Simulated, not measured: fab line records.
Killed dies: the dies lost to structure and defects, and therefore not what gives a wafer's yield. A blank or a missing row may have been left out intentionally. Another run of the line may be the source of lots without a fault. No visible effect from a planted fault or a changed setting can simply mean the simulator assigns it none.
Comparing a struck lot with a sound one | flow gf180mcu | 6 out of 602 route steps
Sound: these wafers, L952.1, L952.2, L952.4. Struck: wafers L950.2, L950.4, L950.6. At the end, the cause is stated.
Per side, at each step with rows, come the tool, then ch with its chambers, and then its first start. Under that, the readings that differ: sound wafers | struck wafers | difference of the means | sigmas: that difference in standard deviations of wafers without a fault.
alike: words and numbers the same on both sides, and readings whose means are apart by under 2 such deviations; not compared: readings that were withheld, readings missing a value for some wafer, numbers with overlapping values and no deviation given by the record, and bounds like >300 which may hide the same value.
A row with sigmas, a row that says differs or no value, or rows on one side alone: a step with any of these is where the two part. Non-overlapping numbers with no deviation appear without sigmas and do not part them. A reading missing from all wafers of one side parts the sides only when that side holds two or more wafers.

GF_STI_BOW_MEAS_00:
  struck on film_metro-04, day 5 09:01; sound on film_metro-01, day 5 19:00
  alike: INCOMING_BOW
then, 1 step without rows for these wafers: GF_STI_OXIDATION_01 (stabilise 600 s, purge 300 s, target thk 10 nm).
GF_STI_THK_MEAS_02:
  struck on film_metro-04, day 5 10:31; sound on film_metro-01, day 5 21:20
  alike: STI_OXIDATION_THK
GF_STI_CVD_03: deposits Si3N4 from DCS/NH3, target thk 207.16 nm, time 3551 s.
  sound on lpcvd-01 ch 1, day 5 21:24; struck on lpcvd-01 ch 0, day 5 10:34
  reading                               | sound                | struck               | difference | sigmas
  spike_tc_bottom_C (C)                 | 790.0 791.0 789.2    | 882.5 885.1 883.9    | +93.8      | +38
  spike_tc_centre_C (C)                 | 769.7 771.5 772.5    | 862.0 861.8 862.3    | +90.8      | +83
  spike_tc_lower_C (C)                  | 770.0 768.9 769.4    | 858.0 861.8 858.5    | +90.0      | +82
  spike_tc_top_C (C)                    | 785 786 786          | 874 872 871          | +87        | +21
  spike_tc_upper_C (C)                  | 770.1 770.9 770.5    | 860.9 860.7 860.6    | +90.2      | +92
  susceptor_temp_C (C)                  | 769.89 769.61 769.60 | 861.17 861.35 861.95 | +91.79     | +99 or more
  zone_power_bottom_pct (%)             | 22.4 22.1 22.1       | 28.4 27.9 27.9       | +5.9       | +3
  zone_power_centre_pct (%)             | 13.1 13.3 13.2       | 15.6 15.5 15.5       | +2.3       | +4
  zone_power_lower_pct (%)              | 12.5 12.3 12.4       | 16.0 16.2 15.9       | +3.6       | +10
  model.Si3N4_of_STI_CVD_03.thk_nm (nm) | 206.6 208.3 205.6    | 364.1 363.9 363.4    | +157.0     |
  alike: zone_power_top_pct
GF_STI_THK_MEAS_04:
  struck on film_metro-02, day 5 12:48; sound on film_metro-04, day 5 23:23
  reading             | sound             | struck            | difference | sigmas
  STI_CVD_03_THK (nm) | 206.5 208.5 205.4 | 364.2 363.8 363.4 | +157.0     | +63
  not compared: hold
after that, 1 step had no rows for these wafers: GF_PASSIVATION_PROBE_99.

## WHERE THEY PART
Earliest at GF_STI_CVD_03; latest, in this record, at GF_STI_THK_MEAS_04.

WHY: what had been put in by the simulator
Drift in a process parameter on lpcvd-01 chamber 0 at GF_STI_CVD_03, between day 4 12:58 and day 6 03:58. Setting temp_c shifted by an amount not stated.
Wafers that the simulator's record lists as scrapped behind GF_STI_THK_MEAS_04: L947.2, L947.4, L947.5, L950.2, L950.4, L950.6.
